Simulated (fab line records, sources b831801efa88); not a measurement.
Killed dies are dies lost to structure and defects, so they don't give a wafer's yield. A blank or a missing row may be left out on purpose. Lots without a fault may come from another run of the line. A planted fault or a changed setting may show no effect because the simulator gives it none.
A struck lot beside a sound one | flow sfq_line | 14 steps out of a route of 325
Sound: wafers L505.1, L505.4, L505.6. Struck: wafers L515.1, L515.3, L515.5. The cause comes at the end.
At each step with rows: each side's tool, then ch and its chambers, then its first start. Under that, the readings that differ: sound wafers | struck wafers | difference of the means | sigmas: that difference in standard deviations of wafers without a fault.
alike: readings whose means differ by less than 2 such deviations, and words and numbers that are the same on both sides. not compared: withheld readings, readings that some wafer has no value for, bounds like >300 that may hide the same value, and numbers for which the record gives no deviation and whose values overlap.
The two part at a step that has a row with sigmas, a row that says differs or no value, or rows on one side only. Numbers that don't overlap but have no deviation are shown without sigmas and don't part them. A reading that every wafer of one side lacks parts them only if that side has two wafers or more.

first, 6 steps without rows for these wafers: SFQ_TRILAYER_M0_LITHO_COAT_026 (resist thk 62 nm); SFQ_TRILAYER_M0_LITHO_COAT_021 (resist thk 600 nm); SFQ_TRILAYER_M0_LITHO_SOFTBAKE_025; SFQ_TRILAYER_M0_LITHO_EXPOSE_022 (exposes mask M0, target cd 500 nm); SFQ_TRILAYER_M0_LITHO_PEB_024 (peb time 60 s); SFQ_TRILAYER_M0_LITHO_DEVELOP_023 (time 60 s).
SFQ_M0_OVL_MEAS_906:
  sound on overlay-02, day 7 06:37; struck on overlay-02, day 10 11:31
  alike: M0_OVL
SFQ_TRILAYER_M0_BARC_OPEN_METAL_ETCH_031: etches BARC in O2, target depth 125 nm, time 41.7 s.
  sound on rie_metal-02 ch 0,1, day 7 06:39; struck on rie_metal-04 ch 0,1, day 10 11:33
  alike: drypump_motor_current_A, oes_product_au
  not compared: rf_hours_counter_h
SFQ_TRILAYER_M0_ETCH_METAL_ETCH_024: etches Nb in Cl2/Ar, stops on SiO2, target depth 240 nm, time 120 s.
  sound on rie_metal-02 ch 0,1, day 7 06:43; struck on rie_metal-04 ch 0,1, day 10 11:37
  alike: drypump_motor_current_A, oes_product_au
  not compared: rf_hours_counter_h
SFQ_TRILAYER_M0_STRIP_STRIP_025: strips in O2.
  sound on rie_metal-02 ch 0,1, day 7 06:50; struck on rie_metal-04 ch 0,1, day 10 11:44
  alike: drypump_motor_current_A, oes_product_au
  not compared: rf_hours_counter_h
then, 1 step without rows for these wafers: SFQ_TRILAYER_M0_STRIP_SOLV_CLEAN_026 (cleans in NMP, time 600 s).
SFQ_TRILAYER_I0_DEP_PECVD_027: deposits SiO2 from SiH4/N2O, time 111.11 s, target thk 500 nm.
  sound on pecvd-02 ch 0,1, day 7 07:37; struck on pecvd-02 ch 0,2, day 10 12:31
  reading                                             | sound             | struck            | difference | sigmas
  run_length_s (s)                                    | 139.4 138.6 138.6 | 169.9 169.3 169.5 | +30.7      | +67
  throttle_valve_pct (%)                              | 26.6 26.6 26.8    | 23.2 22.8 22.7    | -3.8       | -4
  model.SiO2_of_TRILAYER_I0_DEP_PECVD_027.thk_nm (nm) | 485.8 509.8 506.3 | 623.6 627.1 648.4 | +132.4     |
  alike: heater_power_w
SFQ_TRILAYER_I0_CMP_CMP_028: polishes SiO2.
  sound on cmp-01 ch 1,2,3, day 7 08:14; struck on cmp-02 ch 1,3, day 10 17:43
  reading                | sound       | struck      | difference | sigmas
  time_to_endpoint_s (s) | 196 219 230 | 285 303 315 | +86        | +10
  alike: motor_current_A
SFQ_I0_BOW_MEAS_907:
  sound on film_metro-04, day 7 10:44; struck on film_metro-01, day 10 20:43
  alike: I0_BOW

WHERE THEY PART
First at SFQ_TRILAYER_I0_DEP_PECVD_027; last, within this record, at SFQ_TRILAYER_I0_CMP_CMP_028. Later steps at which nothing parts them and some readings are alike: SFQ_I0_BOW_MEAS_907.

WHY: what the simulator had put in
Process parameter drift: pecvd-02, from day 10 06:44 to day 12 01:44, at SFQ_TRILAYER_I0_DEP_PECVD_027. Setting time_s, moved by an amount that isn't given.
